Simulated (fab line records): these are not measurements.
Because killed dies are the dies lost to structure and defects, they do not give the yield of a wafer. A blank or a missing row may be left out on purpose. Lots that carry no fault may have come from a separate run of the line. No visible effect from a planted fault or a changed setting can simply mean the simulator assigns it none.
Chamber matching | flow sfq-line | cmp-02 running SFQ_TRILAYER_I4_CMP_CMP_100: 4 sister chambers
The step polishes SiO2. 18 wafers are shown with their chamber, then 9 later ones without.

== WAFERS WITH THEIR CHAMBER ==
wafer  | chamber | motor-current-A (A) | time-to-endpoint-s (s)
L759.2 | 0       | 10.8                | 228
L759.5 | 3       | 11.3                | 220
L759.6 | 0       | 11.1                | 232
L760.2 | 0       | 10.7                | 221
L760.5 | 3       | 11.5                | 213
L760.6 | 2       | 7.9                 | 217
L768.2 | 0       | 10.7                | 214
L768.3 | 1       | 9.9                 | 214
L768.6 | 1       | 9.5                 | 217
L770.1 | 3       | 11.0                | 201
L770.3 | 2       | 7.7                 | 211
L770.4 | 1       | 10.2                | 215
L771.3 | 3       | 11.0                | 205
L771.1 | 1       | 10.1                | 203
L771.6 | 3       | 11.0                | 213
L773.3 | 3       | 11.2                | 212
L773.5 | 1       | 10.3                | 219
L773.6 | 2       | 8.0                 | 227

SIGNATURES (means of the wafers above)
reading            | chamber 0 | chamber 1 | chamber 2 | chamber 3 | scatter within a chamber
motor-current-A    | 10.825    | 10.000    | 7.867     | 11.167    | 0.234
time-to-endpoint-s | 223.75    | 213.60    | 218.33    | 210.67    | 7.07
Rule: a wafer lies at a distance from a chamber equal to the root of the sum of squares, over the readings, of (its reading less the chamber's mean, divided by the reading's scatter). If the next closest chamber is less than 2 further off than the closest, the wafer can't be placed; otherwise it belongs to the closest. The scatter: the root of (the sum of the squares of (reading less its chamber's mean) over the shown wafers, divided by (wafers less chambers)).

== WAFERS WHOSE CHAMBER IS MISSING ==
wafer  | motor-current-A (A) | time-to-endpoint-s (s)
L777.1 | 7.6                 | 215
L777.3 | 11.5                | 204
L777.6 | 8.4                 | 216
L780.2 | 10.6                | 212
L780.4 | 9.6                 | 213
L780.6 | 10.3                | 218
L781.3 | 7.9                 | 208
L781.4 | 9.8                 | 208
L781.5 | 11.3                | 200

== WHICH CHAMBER EACH WENT THROUGH ==
wafer  | from the rows above          | in truth
L777.1 | 2                            | 2
L777.3 | 3                            | 3
L777.6 | 2                            | 2
L780.2 | can't be placed: 0 or 3 or 1 | 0
L780.4 | 1                            | 1
L780.6 | can't be placed: 1 or 0      | 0
L781.3 | 2                            | 2
L781.4 | 1                            | 1
L781.5 | 3                            | 3
Placed correctly: 7 of 9. Can't be placed from these rows: 2 (the true chamber is among the candidates in 2). Placed wrongly: 0.
